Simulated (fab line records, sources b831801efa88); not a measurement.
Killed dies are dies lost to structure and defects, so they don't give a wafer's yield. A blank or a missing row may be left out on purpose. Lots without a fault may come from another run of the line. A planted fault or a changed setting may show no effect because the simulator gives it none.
A struck lot beside a sound one | flow sky130 | 21 steps out of a route of 708
Sound: wafers L809.1, L809.2, L809.6. Struck: wafers L823.2, L823.3, L823.5. The cause comes at the end.
At each step with rows: each side's tool, then ch and its chambers, then its first start. Under that, the readings that differ: sound wafers | struck wafers | difference of the means | sigmas: that difference in standard deviations of wafers without a fault.
alike: readings whose means differ by less than 2 such deviations, and words and numbers that are the same on both sides. not compared: withheld readings, readings that some wafer has no value for, bounds like >300 that may hide the same value, and numbers for which the record gives no deviation and whose values overlap.
The two part at a step that has a row with sigmas, a row that says differs or no value, or rows on one side only. Numbers that don't overlap but have no deviation are shown without sigmas and don't part them. A reading that every wafer of one side lacks parts them only if that side has two wafers or more.

first, 8 steps without rows for these wafers: SKY_DNWELL_DEHYDRATE_00 (time 60 s); SKY_DNWELL_HMDS_01 (prime time 60 s); SKY_DNWELL_COAT_02 (resist thk 3000 nm); SKY_DNWELL_SOFTBAKE_03; SKY_DNWELL_EXPOSE_04 (exposes mask DNM, target cd 3000 nm); SKY_DNWELL_PEB_05; SKY_DNWELL_DEVELOP_06 (develop time 60 s); SKY_DNWELL_IMPLANT_07.
SKY_DNWELL_STRIP_08: strips in O2/N2.
  sound on plasma_asher-03 ch 0,1, day 4 12:28; struck on plasma_asher-04 ch 0,1, day 7 15:50
  alike: drypump_motor_current_A, oes_product_au, strip_time_to_endpoint_s
  not compared: rf_hours_counter_h
SKY_DNWELL_TW_MEAS_09:
  sound on film_metro-01, day 4 12:34; struck on film_metro-04, day 7 15:56
  alike: DNWELL_TW
then, 2 steps without rows for these wafers: SKY_PWDE_DEHYDRATE_00 (time 60 s); SKY_PWDE_HMDS_01 (prime time 60 s).
SKY_PWDE_COAT_02: resist thk 3000 nm.
  sound on litho_track-04 ch 0, day 4 20:17; struck on litho_track-04 ch 0, day 8 01:33
  reading                                | sound          | struck          | difference | sigmas
  model.coat_of_PWDE_COAT_02.thk_nm (nm) | 3003 3001 2999 | 662 661.7 661.5 | -2339      |
then, 3 steps without rows for these wafers: SKY_PWDE_SOFTBAKE_03; SKY_PWDE_EXPOSE_04 (exposes mask PWDEM, target cd 840 nm); SKY_PWDE_PEB_05.
SKY_PWDE_DEVELOP_06: develop time 60 s.
  sound on litho_track-01 ch 0; struck on litho_track-04 ch 0
  reading                                | sound          | struck            | difference | sigmas
  model.coat_of_PWDE_COAT_02.thk_nm (nm) | 2998 2997 2995 | 657.7 657.4 657.2 | -2339.2    |
  alike: developer_temp_C
SKY_PWDE_OVL_MEAS_07:
  sound on overlay-02, day 5 04:27; struck on overlay-01, day 8 12:29
  alike: PWDE_OVL
then, 1 step without rows for these wafers: SKY_PWDE_IMPLANT_08.
SKY_PWDE_STRIP_09: strips in O2/N2.
  sound on plasma_asher-01 ch 0,1, day 5 04:38; struck on plasma_asher-03 ch 0,1, day 8 12:40
  reading                      | sound             | struck            | difference | sigmas
  oes_product_au (a.u.)        | 0.727 0.719 0.716 | 0.610 0.612 0.617 | -0.108     | -24
  strip_time_to_endpoint_s (s) | 36.95 36.93 36.91 | 9.17 9.18 9.19    | -27.75     | -99 or more
  alike: drypump_motor_current_A
  not compared: rf_hours_counter_h
SKY_PWDE_TW_MEAS_10:
  sound on film_metro-04, day 5 04:44; struck on film_metro-03, day 8 12:46
  alike: PWDE_TW

WHERE THEY PART
Only at SKY_PWDE_STRIP_09, within this record. Later steps at which nothing parts them and some readings are alike: SKY_PWDE_TW_MEAS_10.

WHY: what the simulator had put in
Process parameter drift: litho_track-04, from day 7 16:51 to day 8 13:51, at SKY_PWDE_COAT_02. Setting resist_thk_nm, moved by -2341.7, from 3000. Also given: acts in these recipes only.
